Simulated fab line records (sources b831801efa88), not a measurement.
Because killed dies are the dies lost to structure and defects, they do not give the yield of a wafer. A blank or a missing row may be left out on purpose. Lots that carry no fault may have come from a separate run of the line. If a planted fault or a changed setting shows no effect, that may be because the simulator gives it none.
Matching of chambers	flow gf180mcu	pecvd-04 running GF_V1_CVD_02: 3 sister chambers
The step deposits SiO2 from TEOS, target thk 850 nm, time 94.851 s. 14 wafers are shown with their chamber, then 7 later ones without.

WAFERS PAIRED WITH THEIR CHAMBERS
wafer	chamber	heater_power_w (W)
L276.4	0	582
L276.5	1	557
L276.6	2	731
L277.1	0	560
L277.2	1	594
L277.4	2	897
L279.2	2	831
L279.4	2	874
L279.5	2	910
L283.2	2	832
L283.5	1	556
L283.6	0	604
L285.1	2	819
L285.2	1	550

SIGNATURES, as means of the wafers listed above
reading	chamber 0	chamber 1	chamber 2	scatter within a chamber
heater_power_w	582.00	564.25	842.00	46.6
Rule: for each reading, subtract the chamber's mean from the wafer's reading, divide by that reading's scatter and square the result; add these up over the readings and take the root, which gives the wafer's distance from the chamber. The wafer belongs to the nearest chamber; if the next one is less than 2 further off, it can't be placed. The scatter: take each reading less its chamber's mean, square it, sum over the shown wafers, divide by the number of wafers less the number of chambers, and take the root.

WAFERS WITH NO CHAMBER GIVEN
wafer	heater_power_w (W)
L285.6	866
L293.2	913
L293.4	551
L293.6	627
L294.1	615
L294.4	496
L294.5	474

WHICH CHAMBER EACH ONE RAN IN
wafer	from the rows above	in truth
L285.6	2	2
L293.2	2	2
L293.4	can't be placed: 1 or 0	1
L293.6	can't be placed: 0 or 1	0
L294.1	can't be placed: 0 or 1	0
L294.4	can't be placed: 1 or 0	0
L294.5	can't be placed: 1 or 0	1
2 of 7 placed correctly. These rows do not allow placing 5 (true chamber among the candidates in 5). Number placed wrongly: 0.
